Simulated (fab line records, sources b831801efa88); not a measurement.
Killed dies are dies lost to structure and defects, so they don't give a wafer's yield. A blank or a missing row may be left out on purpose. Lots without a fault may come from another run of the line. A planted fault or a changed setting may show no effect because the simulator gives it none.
Chamber matching | flow sky130 | SKY_LI_CONTACT_ETCH_15 on rie_diel-02: 4 sister chambers
The step etches PSG in C4F8/O2/Ar, stops on Si, target depth 600 nm. 8 wafers are shown with their chamber, then 10 later ones without.

WAFERS WITH THEIR CHAMBER
wafer  | chamber | rf_fwd_power_W (W) | chamber_pressure_mTorr (mTorr)
L080.2 | 2       | 1494               | 40.04
L080.3 | 3       | 1490               | 39.99
L081.1 | 2       | 1500               | 39.96
L081.2 | 1       | 1497               | 39.94
L083.5 | 0       | 1498               | 40.02
L083.6 | 3       | 1492               | 40.01
L084.1 | 1       | 1496               | 40.06
L084.2 | 0       | 1490               | 39.95

WAFERS WITHOUT THEIR CHAMBER
wafer  | rf_fwd_power_W (W) | chamber_pressure_mTorr (mTorr)
L084.3 | 1486               | 40.02
L085.2 | 1499               | 40.00
L085.5 | 1495               | 40.01
L085.6 | 1490               | 40.04
L087.1 | 1486               | 40.02
L087.3 | 1494               | 40.03
L087.6 | 1490               | 39.98
L090.3 | 1483               | 39.96
L090.5 | 1491               | 39.93
L090.6 | 1487               | 39.91

WHICH CHAMBER EACH WENT THROUGH
wafer  | from the rows above               | in truth
L084.3 | can't be placed: 3 or 0 or 1 or 2 | 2
L085.2 | can't be placed: 2 or 1 or 0 or 3 | 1
L085.5 | can't be placed: 1 or 0 or 2 or 3 | 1
L085.6 | can't be placed: 3 or 0 or 1 or 2 | 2
L087.1 | can't be placed: 3 or 0 or 1 or 2 | 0
L087.3 | can't be placed: 0 or 1 or 2 or 3 | 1
L087.6 | can't be placed: 3 or 0 or 1 or 2 | 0
L090.3 | can't be placed: 3 or 0 or 1 or 2 | 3
L090.5 | can't be placed: 3 or 0 or 1 or 2 | 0
L090.6 | can't be placed: 3 or 0 or 1 or 2 | 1
Placed correctly: 0 of 10. Can't be placed from these rows: 10 (the true chamber is among the candidates in 10). Placed wrongly: 0.
How it was worked out, from the rows above alone: a wafer's distance from a chamber is the root of the sum, over the readings, of the square of ((its reading less the chamber's mean) divided by the reading's scatter). The wafer belongs to the nearest chamber; if the next one is less than 2 further off, it can't be placed. A chamber's mean is the mean of its shown wafers. The scatter: the root of (the sum of the squares of (reading less its chamber's mean) over the shown wafers, divided by (wafers less chambers)).
